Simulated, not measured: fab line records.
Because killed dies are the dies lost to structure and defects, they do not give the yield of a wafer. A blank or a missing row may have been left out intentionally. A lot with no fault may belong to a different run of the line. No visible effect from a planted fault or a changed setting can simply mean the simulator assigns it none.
fab line records	flow sfq_line
record: lots: 7	wafers: 21	last_day: 87
route steps=325 shown INCOMING@1 L0@3 L0V@16 M0@28 M8@325
lots that met no fault: from a run of the same line without faults
start_h: hours from the record's first day to the start of the lot's first wafer shown	wait_h: hours since the lot's step before	" unchanged from the row above	L1.1+2: a row that stands for several wafers	- no value, or no start given	* or withheld: withheld	< > ~ a bound
route shown NAME@n: names a module that has steps shown in the file, with the first one's number in the route	usual: average and standard deviation across the fault-free wafers	same: alike in all rows	chamber/n: place in a boat	sites: each site's reading	_std_site: how widely they spread, as a standard deviation	_edge_site: mean of outer sites minus mean of inner sites	radius_mm: how far each site lies from the wafer's centre	mask NAME#n: copy n	behind: the most recent tool/chamber to have shaped the wafer	hold: what put the lot on hold/how long, in hours/how the hold closed	device: the n, p or np transistor that did not switch	end of line: the route-end tests of the same wafers	a step with no rows: only its recipe	killed: count of dies lost to structure and defects at first sort (not the wafer's yield)	map: shows each die of a wafer: x if killed, . if not, _ if none is there
set.NAME: the setting as run; set.NAME@STEP: as run at that earlier step	model.NAME: the simulator's own value behind a step, which no gauge read
certain route steps with their lots: each step a table, each wafer a row
services: when a tool's chamber went out of use (start_h, in hours from the record's first day, below 0 if earlier), for how many hours, and the reason
== steps ==
step: SFQ_INCOMING_BOW_MEAS_900
recipe: mode: bow
usual: INCOMING_BOW: 1/5.7
lot.wafer	tool	chamber	start_h	wait_h	INCOMING_BOW[um]
L365.1	film_metro-02	-	20.00	-	-3
L365.2	"	-	"	"	4
L365.4	"	-	"	"	9
L368.1	film_metro-01	-	35.00	-	-6
L368.4	"	-	"	"	-5
L368.6	"	-	"	"	-5
L369.2	film_metro-02	-	40.02	-	7
L369.4	"	-	"	"	0
L369.6	"	-	"	"	-1
L371.2	film_metro-01	-	50.02	-	-1
L371.4	"	-	"	"	-9
L371.6	"	-	"	"	7
L372.1	film_metro-02	-	55.00	-	1
L372.2	"	-	"	"	3
L372.5	"	-	"	"	-2
L373.2	film_metro-02	-	60.02	-	7
L373.3	"	-	"	"	1
L373.4	"	-	"	"	8
L385.3	film_metro-02	-	120.04	-	-5
L385.5	"	-	"	"	5
L385.6	"	-	"	"	3
step: SFQ_TRILAYER_INCOMING_OXIDATION_002
recipe: temp_c: 1000	ambient: H2O	target_thk_a: 5000	p_h2o_torr: 720	ox_time_s: 4939
step: SFQ_TRILAYER_L0_DEP_SPUTTER_003
recipe: material: MoNx_KI	base_pressure_pa: 1.33e-06	target_thk_nm: 40	power_w: 800	time_s: 100	chamber_pressure_pa: 0.4
usual: cathode_dc_power_W: 799.99/0.15	throttle_valve_pct: 29.5/0.86
lot.wafer	tool	chamber	start_h	wait_h	cathode_dc_power_W	throttle_valve_pct	model.MoNx_KI_of_TRILAYER_L0_DEP_SPUTTER_003.thk_nm
L365.1	pvd_sputter-03	-	22.49	0.0	800.09	29.2	39.99
L365.2	"	-	"	"	799.95	29.8	40.49
L365.4	"	-	"	"	800.12	30.2	40.18
L368.1	pvd_sputter-03	-	37.49	0.0	906.68	30.5	45.69
L368.4	"	-	"	"	906.47	29.3	46.59
L368.6	"	-	"	"	906.79	29.1	46.35
L369.2	pvd_sputter-04	-	42.49	0.0	799.93	30.6	40.56
L369.4	"	-	"	"	799.93	29.1	39.8
L369.6	"	-	"	"	799.92	29.6	39.77
L371.2	pvd_sputter-03	-	52.49	0.0	906.67	29.6	45.59
L371.4	"	-	"	"	906.78	30.4	45.06
L371.6	"	-	"	"	906.69	30.4	45.03
L372.1	pvd_sputter-04	-	57.49	0.0	799.90	29.5	40.39
L372.2	"	-	"	"	799.79	30.9	40.78
L372.5	"	-	"	"	800.21	27.5	40.37
L373.2	pvd_sputter-03	-	62.49	0.0	907.06	29.1	45.74
L373.3	"	-	"	"	906.84	30.4	45.02
L373.4	"	-	"	"	906.90	29.5	45.5
L385.3	pvd_sputter-03	-	122.49	0.0	799.99	28.9	40.89
L385.5	"	-	"	"	799.77	29.1	40.1
L385.6	"	-	"	"	800.11	30.4	40.31
step: SFQ_L0_RS_MEAS_901
recipe: thk_meas_gauge: four-point-probe	reads: MoNx_KI_of_TRILAYER_L0_DEP_SPUTTER_003
usual: L0_MONX_KI_RS: 43.3/0.46
lot.wafer	tool	chamber	start_h	wait_h	L0_MONX_KI_RS[ohm/sq]
L365.1	film_metro-03	-	22.56	0.0	43.5
L365.2	"	-	"	"	42.9
L365.4	"	-	"	"	43.3
L368.1	film_metro-03	-	37.56	0.0	38.0
L368.4	"	-	"	"	37.3
L368.6	"	-	"	"	37.5
L369.2	film_metro-04	-	42.58	0.1	42.8
L369.4	"	-	"	"	43.6
L369.6	"	-	"	"	43.7
L371.2	film_metro-02	-	52.58	0.1	38.1
L371.4	"	-	"	"	38.6
L371.6	"	-	"	"	38.6
L372.1	film_metro-02	-	57.56	0.0	43.1
L372.2	"	-	"	"	42.6
L372.5	"	-	"	"	43.1
L373.2	film_metro-04	-	62.58	0.1	37.9
L373.3	"	-	"	"	38.6
L373.4	"	-	"	"	38.1
L385.3	film_metro-03	-	122.60	0.1	42.5
L385.5	"	-	"	"	43.3
L385.6	"	-	"	"	43.1
step: SFQ_L0_THK_MEAS_902
recipe: thk_meas_gauge: xrf	reads: MoNx_KI_of_TRILAYER_L0_DEP_SPUTTER_003
usual: L0_MONX_KI_THK: 40.4/0.48
lot.wafer	tool	chamber	start_h	wait_h	L0_MONX_KI_THK[nm]
L365.1	film_metro-03	-	22.68	0.1	40.1
L365.2	"	-	"	"	40.5
L365.4	"	-	"	"	40.3
L368.1	film_metro-03	-	37.68	0.1	45.7
L368.4	"	-	"	"	47.1
L368.6	"	-	"	"	46.6
L369.2	film_metro-04	-	42.69	0.1	41.0
L369.4	"	-	"	"	40.2
L369.6	"	-	"	"	40.1
L371.2	film_metro-02	-	52.69	0.1	45.9
L371.4	"	-	"	"	45.4
L371.6	"	-	"	"	45.2
L372.1	film_metro-02	-	57.68	0.1	40.7
L372.2	"	-	"	"	40.9
L372.5	"	-	"	"	40.6
L373.2	film_metro-04	-	62.69	0.1	46.2
L373.3	"	-	"	"	45.4
L373.4	"	-	"	"	46.0
L385.3	film_metro-03	-	122.70	0.1	41.2
L385.5	"	-	"	"	40.3
L385.6	"	-	"	"	40.8
step: SFQ_TRILAYER_L0_LITHO_COAT_010
recipe: resist: BARC	spin_rpm: 3000	resist_thk_nm: 62
step: SFQ_TRILAYER_L0_LITHO_COAT_005
recipe: resist: KrF	spin_rpm: 3000	resist_thk_nm: 600
step: SFQ_TRILAYER_L0_LITHO_SOFTBAKE_009
recipe: temp_c: withheld	time_s: withheld	resist: KrF
step: SFQ_TRILAYER_L0_LITHO_EXPOSE_006
recipe: mask_id: L0	na: 0.6	source_shape: conventional	sigma_outer: 0.65	target_cd_nm: 2000	dose_mj: 14.4
step: SFQ_TRILAYER_L0_LITHO_PEB_008
recipe: peb_temp_c: 115	peb_time_s: 60	resist: KrF
step: SFQ_TRILAYER_L0_LITHO_DEVELOP_007
recipe: time_s: 60	resist: KrF
step: SFQ_TRILAYER_L0_BARC_OPEN_METAL_ETCH_010
recipe: mask_material: PR	chemistry: O2	target_depth_nm: 125	target: BARC	icp_w: 600	bias_w: 80	pressure_mtorr: 10	time_s: 41.7
usual: drypump_motor_current_A: 5.90/0.29	oes_product_au: 0.684/0.0045
lot.wafer	tool	chamber	start_h	wait_h	drypump_motor_current_A	oes_product_au	rf_hours_counter_h
L365.1	rie_metal-01	0	95.91	0.1	5.58	0.681	106
L365.2	"	1	"	"	5.61	0.690	27
L365.4	"	0	"	"	5.58	0.692	-
L368.1	rie_metal-04	0	112.21	0.1	5.79	0.679	35
L368.4	"	0	"	"	5.79	0.683	-
L368.6	"	0	"	"	5.79	0.681	-
L369.2	rie_metal-04	0	118.21	0.1	5.79	0.679	36
L369.4	"	0	"	"	5.78	0.684	-
L369.6	"	0	"	"	5.81	0.679	-
L371.2	rie_metal-01	0	128.85	0.1	5.59	0.679	112
L371.4	"	0	"	"	5.60	0.685	-
L371.6	"	1	"	"	5.60	0.680	-
L372.1	rie_metal-03	1	133.65	0.1	6.04	0.684	17
L372.2	"	0	"	"	6.44	0.682	93
L372.5	"	1	"	"	6.03	0.683	-
L373.2	rie_metal-04	1	139.65	0.1	5.91	0.688	27
L373.3	"	0	"	"	5.79	0.689	-
L373.4	"	1	"	"	5.93	0.686	-
L385.3	rie_metal-01	1	219.70	0.1	5.61	0.680	-
L385.5	"	0	"	"	5.59	0.679	-
L385.6	"	1	"	"	5.60	0.682	-
step: SFQ_TRILAYER_L0_ETCH_METAL_ETCH_008
recipe: target: MoNx_KI	stop_on: SiO2	mask_material: PR	chemistry: SF6/O2	target_depth_nm: 50	icp_w: 600	bias_w: 80	pressure_mtorr: 10	time_s: 25
usual: drypump_motor_current_A: 5.90/0.29	oes_product_au: 0.875/0.0073
lot.wafer	tool	chamber	start_h	wait_h	drypump_motor_current_A	oes_product_au	rf_hours_counter_h
L365.1	rie_metal-01	0	95.97	0.0	5.57	0.880	106
L365.2	"	1	"	"	5.60	0.875	27
L365.4	"	0	"	"	5.60	0.877	-
L368.1	rie_metal-04	0	112.27	0.0	5.77	0.947	35
L368.4	"	0	"	"	5.77	0.959	-
L368.6	"	0	"	"	5.79	0.955	-
L369.2	rie_metal-04	0	118.27	0.0	5.78	0.882	36
L369.4	"	0	"	"	5.79	0.873	-
L369.6	"	0	"	"	5.78	0.872	-
L371.2	rie_metal-01	0	128.91	0.0	5.59	0.941	112
L371.4	"	0	"	"	5.58	0.936	-
L371.6	"	1	"	"	5.60	0.944	-
L372.1	rie_metal-03	1	133.71	0.0	6.02	0.871	17
L372.2	"	0	"	"	6.43	0.885	93
L372.5	"	1	"	"	6.00	0.880	-
L373.2	rie_metal-04	1	139.71	0.0	5.94	0.944	27
L373.3	"	0	"	"	5.80	0.941	-
L373.4	"	1	"	"	5.93	0.946	-
L385.3	rie_metal-01	1	219.76	0.0	5.60	0.882	-
L385.5	"	0	"	"	5.56	0.874	-
L385.6	"	1	"	"	5.59	0.879	-
step: SFQ_TRILAYER_L0_STRIP_STRIP_009
recipe: gas: O2	power_w: 200	platen_temp_c: 40	overash_fraction: 0.65	chemistry: O2	pressure_mtorr: 50
step: SFQ_TRILAYER_L0_STRIP_SOLV_CLEAN_010
recipe: chemistry: NMP	temp_c: 70	time_s: 600
step: SFQ_TRILAYER_L0_CAP_PECVD_011
recipe: material: SiO2	temp_c: 150	time_s: 13.333	pressure_torr: 2.4	rf_w: 183.3	precursor: SiH4/N2O	target_thk_nm: 60
step: SFQ_TRILAYER_L0_VIA_LITHO_COAT_018
recipe: resist: BARC	spin_rpm: 3000	resist_thk_nm: 62
step: SFQ_TRILAYER_L0_VIA_LITHO_COAT_013
recipe: resist: KrF	spin_rpm: 3000	resist_thk_nm: 650
step: SFQ_TRILAYER_L0_VIA_LITHO_SOFTBAKE_017
recipe: temp_c: withheld	time_s: withheld	resist: KrF
step: SFQ_TRILAYER_L0_VIA_LITHO_EXPOSE_014
recipe: mask_id: L0V	na: 0.6	source_shape: conventional	sigma_outer: 0.65	target_cd_nm: 700	dose_mj: 21.3
step: SFQ_TRILAYER_L0_VIA_LITHO_PEB_016
recipe: peb_temp_c: 115	peb_time_s: 60	resist: KrF
step: SFQ_TRILAYER_L0_VIA_LITHO_DEVELOP_015
recipe: time_s: 60	resist: KrF
step: SFQ_L0V_OVL_MEAS_903
usual: L0V_OVL: -2/4.3
lot.wafer	tool	chamber	start_h	wait_h	L0V_OVL[nm]
L365.1	overlay-02	-	174.25	0.1	-9
L365.2	"	-	"	"	-13
L365.4	"	-	"	"	-13
L368.1	overlay-02	-	202.97	0.1	-3
L368.4	"	-	"	"	2
L368.6	"	-	"	"	-3
L369.2	overlay-01	-	211.37	0.1	6
L369.4	"	-	"	"	5
L369.6	"	-	"	"	1
L371.2	overlay-01	-	229.29	0.1	6
L371.4	"	-	"	"	5
L371.6	"	-	"	"	7
L372.1	overlay-02	-	236.48	0.1	-6
L372.2	"	-	"	"	-1
L372.5	"	-	"	"	-8
L373.2	overlay-02	-	241.29	0.1	1
L373.3	"	-	"	"	2
L373.4	"	-	"	"	-1
L385.3	overlay-02	-	333.31	0.1	1
L385.5	"	-	"	"	-6
L385.6	"	-	"	"	-2
step: SFQ_TRILAYER_L0_VIA_BARC_OPEN_VIA_ETCH_021
recipe: mask_material: PR	chemistry: O2	target_depth_nm: 125	target: BARC	source_w: 500	bias_w: 80	pressure_mtorr: 30	time_s: 41.7
usual: drypump_motor_current_A: 5.9/0.71	oes_product_au: 0.685/0.0045
lot.wafer	tool	chamber	start_h	wait_h	drypump_motor_current_A	oes_product_au	rf_hours_counter_h
L365.1	rie_diel-03	0	174.28	0.0	6.3	0.682	132
L365.2	"	1	"	"	6.6	0.678	7
L365.4	"	2	"	"	5.3	0.677	53
L368.1	rie_diel-03	1	203.00	0.0	6.6	0.686	7
L368.4	"	3	"	"	5.9	0.687	13
L368.6	"	0	"	"	6.3	0.690	-
L369.2	rie_diel-04	0	211.40	0.0	5.3	0.687	88
L369.4	"	3	"	"	6.6	0.684	124
L369.6	"	1	"	"	5.3	0.685	-
L371.2	rie_diel-01	0	229.32	0.0	5.3	0.686	0
L371.4	"	3	"	"	6.8	0.690	99
L371.6	"	3	"	"	6.8	0.678	-
L372.1	rie_diel-03	0	236.52	0.0	6.3	0.682	133
L372.2	"	2	"	"	5.2	0.686	54
L372.5	"	0	"	"	6.3	0.685	-
L373.2	rie_diel-01	1	241.32	0.0	4.8	0.685	6
L373.3	"	0	"	"	5.3	0.685	0
L373.4	"	2	"	"	6.7	0.684	26
L385.3	rie_diel-04	2	333.33	0.0	5.5	0.684	29
L385.5	"	0	"	"	5.3	0.689	-
L385.6	"	3	"	"	6.6	0.684	-
step: SFQ_TRILAYER_L0_VIA_ETCH_VIA_ETCH_016
recipe: target: SiO2	stop_on: MoNx_KI	mask_material: PR	chemistry: CHF3	target_depth_nm: 80	source_w: 500	bias_w: 80	pressure_mtorr: 30	time_s: withheld
usual: drypump_motor_current_A: 5.9/0.71	oes_product_au: 0.840/0.007
lot.wafer	tool	chamber	start_h	wait_h	drypump_motor_current_A	oes_product_au
L365.1	rie_diel-03	0	174.32	0.0	6.3	0.841
L365.2	"	1	"	"	6.6	0.835
L365.4	"	2	"	"	5.3	0.838
L368.1	rie_diel-03	1	203.04	0.0	6.5	0.825
L368.4	"	3	"	"	5.9	0.829
L368.6	"	0	"	"	6.3	0.850
L369.2	rie_diel-04	0	211.44	0.0	5.4	0.840
L369.4	"	3	"	"	6.6	0.842
L369.6	"	1	"	"	5.3	0.846
L371.2	rie_diel-01	0	229.36	0.0	5.3	0.828
L371.4	"	3	"	"	6.8	0.837
L371.6	"	3	"	"	6.8	0.838
L372.1	rie_diel-03	0	236.56	0.0	6.3	0.846
L372.2	"	2	"	"	5.3	0.839
L372.5	"	0	"	"	6.3	0.850
L373.2	rie_diel-01	1	241.36	0.0	4.8	0.840
L373.3	"	0	"	"	5.2	0.836
L373.4	"	2	"	"	6.7	0.849
L385.3	rie_diel-04	2	333.37	0.0	5.5	0.835
L385.5	"	0	"	"	5.3	0.840
L385.6	"	3	"	"	6.7	0.843
step: SFQ_TRILAYER_L0_VIA_STRIP_STRIP_017
recipe: gas: O2	power_w: 200	platen_temp_c: 40	overash_fraction: 0.65	chemistry: O2	pressure_mtorr: 50
usual: drypump_motor_current_A: 5.85/0.3	oes_product_au: 1.005/0.011
lot.wafer	tool	chamber	start_h	wait_h	drypump_motor_current_A	oes_product_au	rf_hours_counter_h
L365.1	rie_metal-04	0	174.37	-	5.80	0.985	46
L365.2	"	1	"	"	5.94	0.996	33
L365.4	"	0	"	"	5.79	0.998	-
L368.1	rie_metal-03	1	203.09	-	6.02	1.012	27
L368.4	"	1	"	"	6.03	1.005	-
L368.6	"	1	"	"	6.02	1.009	-
L369.2	rie_metal-04	1	211.49	-	5.94	1.008	39
L369.4	"	0	"	"	5.79	0.998	-
L369.6	"	1	"	"	5.94	1.007	-
L371.2	rie_metal-04	0	229.40	-	5.79	1.013	55
L371.4	"	1	"	"	5.94	1.013	-
L371.6	"	0	"	"	5.82	1.006	-
L372.1	rie_metal-04	0	236.60	-	5.78	0.993	56
L372.2	"	1	"	"	5.92	0.991	43
L372.5	"	0	"	"	5.78	0.998	-
L373.2	rie_metal-02	0	241.40	-	5.70	1.011	75
L373.3	"	0	"	"	5.71	1.027	-
L373.4	"	1	"	"	5.39	1.017	-
L385.3	rie_metal-02	0	333.82	-	5.74	1.012	-
L385.5	"	0	"	"	5.70	1.014	-
L385.6	"	0	"	"	5.68	1.019	-
step: SFQ_TRILAYER_L0_VIA_STRIP_SOLV_CLEAN_018
recipe: chemistry: NMP	temp_c: 70	time_s: 600
step: SFQ_TRILAYER_M0_DEP_PRE_CLEAN_020
recipe: gas: Ar	time_s: 15	bias_v: 250
step: SFQ_TRILAYER_M0_DEP_SPUTTER_019
recipe: material: Nb	base_pressure_pa: 1.33e-06	chamber_pressure_pa: 0.1333	substrate_temp_c: 20	resputter_cathode_voltage_v: 400	target_thk_nm: 200	power_w: 2000	time_s: 133.3
usual: cathode_dc_power_W: 2000.0/0.36	resputter_cathode_voltage_v: 400/4.2	throttle_valve_pct: 30.0/1
lot.wafer	tool	chamber	start_h	wait_h	cathode_dc_power_W	resputter_cathode_voltage_v	throttle_valve_pct
L365.1	pvd_sputter-06	-	175.17	0.0	2000.1	397	31.2
L365.2	"	-	"	"	1999.6	391	30.5
L365.4	"	-	"	"	1999.3	396	31.2
L368.1	pvd_sputter-06	-	203.89	0.0	2000.1	400	31.2
L368.4	"	-	"	"	1999.8	402	30.7
L368.6	"	-	"	"	2000.1	401	31.2
L369.2	pvd_sputter-05	-	212.29	0.0	2000.5	404	29.5
L369.4	"	-	"	"	2000.3	397	30.4
L369.6	"	-	"	"	2000.1	402	29.3
L371.2	pvd_sputter-05	-	230.38	0.0	1999.7	405	30.2
L371.4	"	-	"	"	2000.3	404	30.4
L371.6	"	-	"	"	1999.7	403	29.9
L372.1	pvd_sputter-06	-	237.40	0.0	1999.9	397	31.2
L372.2	"	-	"	"	2000.1	407	30.2
L372.5	"	-	"	"	2000.6	402	31.0
L373.2	pvd_sputter-06	-	242.20	0.0	2000.2	394	31.0
L373.3	"	-	"	"	2000.2	407	31.0
L373.4	"	-	"	"	2000.7	403	30.2
L385.3	pvd_sputter-06	-	334.82	0.0	1999.7	408	30.7
L385.5	"	-	"	"	1999.5	404	30.4
L385.6	"	-	"	"	2000.3	402	31.0
step: SFQ_M0_RS_MEAS_904
recipe: thk_meas_gauge: four-point-probe	reads: Nb_of_TRILAYER_M0_DEP_SPUTTER_019
usual: M0_NB_RS: 0.880/0.0096
lot.wafer	tool	chamber	start_h	wait_h	M0_NB_RS[ohm/sq]
L365.1	film_metro-03	-	175.26	0.0	0.868
L365.2	"	-	"	"	0.875
L365.4	"	-	"	"	0.887
L368.1	film_metro-04	-	203.98	0.0	0.868
L368.4	"	-	"	"	0.877
L368.6	"	-	"	"	0.876
L369.2	film_metro-04	-	212.40	0.1	0.873
L369.4	"	-	"	"	0.868
L369.6	"	-	"	"	0.870
L371.2	film_metro-04	-	230.49	0.1	0.875
L371.4	"	-	"	"	0.868
L371.6	"	-	"	"	0.875
L372.1	film_metro-01	-	237.49	0.0	0.863
L372.2	"	-	"	"	0.870
L372.5	"	-	"	"	0.868
L373.2	film_metro-01	-	242.31	0.1	0.880
L373.3	"	-	"	"	0.878
L373.4	"	-	"	"	0.893
L385.3	film_metro-04	-	334.95	0.1	0.882
L385.5	"	-	"	"	0.886
L385.6	"	-	"	"	0.881
step: SFQ_TRILAYER_M0_LITHO_COAT_026
recipe: resist: BARC	spin_rpm: 3000	resist_thk_nm: 62
step: SFQ_M8_BOW_MEAS_951
recipe: mode: bow
usual: M8_BOW: 9/7.9
lot.wafer	tool	chamber	start_h	wait_h	M8_BOW[um]	model.etest.l0.ohm_sq	model.etest.l0v.link_ohm	model.etest.l0.ohm_um
L365.1	film_metro-02	-	2006.24	0.0	4	43.43	44.33	21.73
L365.2	"	-	"	"	9	42.9	43.8	21.45
L365.4	"	-	"	"	16	43.24	44.15	21.61
L368.1	film_metro-02	-	2017.72	0.0	-1	38.02	38.91	18.99
L368.4	"	-	"	"	0	37.29	38.19	18.64
L368.6	"	-	"	"	0	37.48	38.38	18.74
L369.2	film_metro-02	-	2018.94	0.0	18	42.83	43.74	21.42
L369.4	"	-	"	"	11	43.65	44.54	21.82
L369.6	"	-	"	"	10	43.68	44.58	21.86
L371.2	film_metro-01	-	2022.09	0.0	10	38.1	39.01	19.04
L371.4	"	-	"	"	4	38.55	39.45	19.27
L371.6	"	-	"	"	20	38.58	39.48	19.3
L372.1	film_metro-02	-	2023.27	0.0	11	43.01	43.9	21.52
L372.2	"	-	"	"	14	42.6	43.49	21.31
L372.5	"	-	"	"	9	43.03	43.92	21.52
L373.2	film_metro-02	-	2024.49	0.0	13	37.98	38.89	19
L373.3	"	-	"	"	6	38.58	39.49	19.29
L373.4	"	-	"	"	13	38.17	39.1	19.1
L385.3	film_metro-02	-	2095.16	0.0	1	42.48	43.39	21.25
L385.5	"	-	"	"	11	43.32	44.23	21.63
L385.6	"	-	"	"	8	43.09	44	21.55
== services ==
tool	chamber	start_h	hours	kind
rie_diel-04	1	15.10	3.6	repair
pvd_sputter-03	-	48.47	1.9	repair
rie_diel-04	0	63.37	4.1	repair
rie_diel-01	1	77.48	4.2	repair
pvd_sputter-03	-	80.41	4.5	repair
rie_diel-01	1	119.96	6.1	repair
pvd_sputter-06	-	162.84	2.8	repair
rie_diel-01	-	171.86	0.2	repair
rie_diel-01	1	183.59	4.4	repair
rie_diel-03	0	188.74	10.0	repair
rie_diel-03	-	190.31	0.8	repair
rie_diel-01	2	198.07	2.2	repair
rie_diel-04	2	198.97	4.1	repair
pvd_sputter-03	-	225.84	14.9	repair
rie_metal-04	-	245.40	15.6	pm
rie_metal-01	-	247.88	2.8	pm
rie_diel-04	1	251.40	3.4	repair
rie_diel-03	3	251.75	8.8	repair
rie_diel-03	2	259.11	8.9	repair
pvd_sputter-06	-	260.02	4.7	repair
pvd_sputter-03	-	274.14	6.7	repair
rie_diel-01	-	274.37	2.5	repair
rie_diel-03	0	306.40	2.3	repair
pvd_sputter-06	-	315.86	0.6	repair
== key ==
first_sign: step: SFQ_TRILAYER_L0_DEP_SPUTTER_003	reading: cathode_dc_power_W	direction: up	sigmas: 99+	usual: 799.99	struck: 906.76
effect: step: SFQ_L0_RS_MEAS_901	reading: L0_MONX_KI_RS	direction: down	sigmas: 11	usual: 43.3	struck: 38.1
effect: step: SFQ_L0_THK_MEAS_902	reading: L0_MONX_KI_THK	direction: up	sigmas: 12	usual: 40.4	struck: 45.9
effect: step: SFQ_TRILAYER_L0_ETCH_METAL_ETCH_008	reading: oes_product_au	direction: up	sigmas: 9.7	usual: 0.875	struck: 0.946
model_effect: step: SFQ_TRILAYER_L0_DEP_SPUTTER_003	value: MoNx_KI_of_TRILAYER_L0_DEP_SPUTTER_003.thk_nm	without: 40.28	struck: 45.62
model_effect: step: SFQ_M8_BOW_MEAS_951	value: etest.l0.ohm_sq	without: 43.13	struck: 38.08
met_at SFQ_TRILAYER_L0_DEP_SPUTTER_003
struck_wafers L368.1,L368.4,L368.6,L371.2,L371.4,L371.6,L373.2,L373.3,L373.4
onset_between 22.49 37.49
fault: kind: process_parameter_drift	tool: pvd_sputter-03	chamber: -	onset_h: 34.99	steps: SFQ_TRILAYER_L0_DEP_SPUTTER_003	channel: power_w	offset: 106.74	shape: step	end_h: 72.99	acts_in: these_recipes_only	stated: 800
